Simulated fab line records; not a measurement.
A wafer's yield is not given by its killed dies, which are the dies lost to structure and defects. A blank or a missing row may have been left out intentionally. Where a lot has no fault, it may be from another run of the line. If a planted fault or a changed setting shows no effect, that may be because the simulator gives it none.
Which tool was responsible? -- flow sky130 -- 7 lots with 21 wafers sampled at 2 steps, on a route of 708 steps

## WHAT EACH GAUGE READ, for each wafer
SKY_SD_N_CD_MEAS_07 targets a cd of 380 nm.
lot,measured,on,cd-nm (nm)
L435,day 28 10:46,cd-sem-02,380.1 377.0 377.1
L438,day 29 11:28,cd-sem-02,377.7 383.2 380.3
L441,day 30 16:30,cd-sem-02,379.8 379.2 379.6
L445,day 31 23:08,cd-sem-01,- - -
L447,day 32 15:10,cd-sem-02,- - -
L452,day 34 08:47,cd-sem-02,382.1 381.9 383.3
L455,day 35 08:08,cd-sem-01,383.7 381.6 381.4

## WHICH TOOL RAN EACH LOT (tool, then ch and the chambers of the sampled wafers, then the start)
lot,SKY_SD_N_COAT_02
L435,"litho-track-02 ch 0, day 27 20:30"
L438,"litho-track-04 ch 0, day 28 21:31"
L441,"litho-track-01 ch 0, day 30 02:41"
L445,"litho-track-04, day 31 09:23"
L447,"litho-track-04, day 32 01:05"
L452,"litho-track-04 ch 0, day 33 19:26"
L455,"litho-track-04 ch 0, day 34 18:41"
- SKY_SD_N_COAT_02: resist thk 1140 nm.

## THE ANSWER, worked out from the rows above alone
Rule: the lots themselves supply what counts as usual. Put in order of their means at a reading, lots are off if they are a third of the lots or fewer, leave a main group of 4 or more, and stand apart from it by a gap of 3 or more times the standard deviation of the main group's means; of several such gaps the widest counts. Not used: any main group whose means are identical at the precision the tables above print for the reading. Also off: a lot with no number at a reading for which 4 or more lots have one. The other lots that the step has rows for count as sound.
Off, at SKY_SD_N_CD_MEAS_07 on cd-nm: L445, L447. Without a number there: L445, L447. Main group: mean 380.5 nm, sd 1.6.
If a tool, at a process step before that reading, ran all the lots that are off and no sound lot after the first of them, it fits. The gauges at SKY_SD_N_CD_MEAS_07 are tried like those tools. Not one of the candidates tried fits.

## WHAT HAD BEEN PUT IN BY THE SIMULATOR
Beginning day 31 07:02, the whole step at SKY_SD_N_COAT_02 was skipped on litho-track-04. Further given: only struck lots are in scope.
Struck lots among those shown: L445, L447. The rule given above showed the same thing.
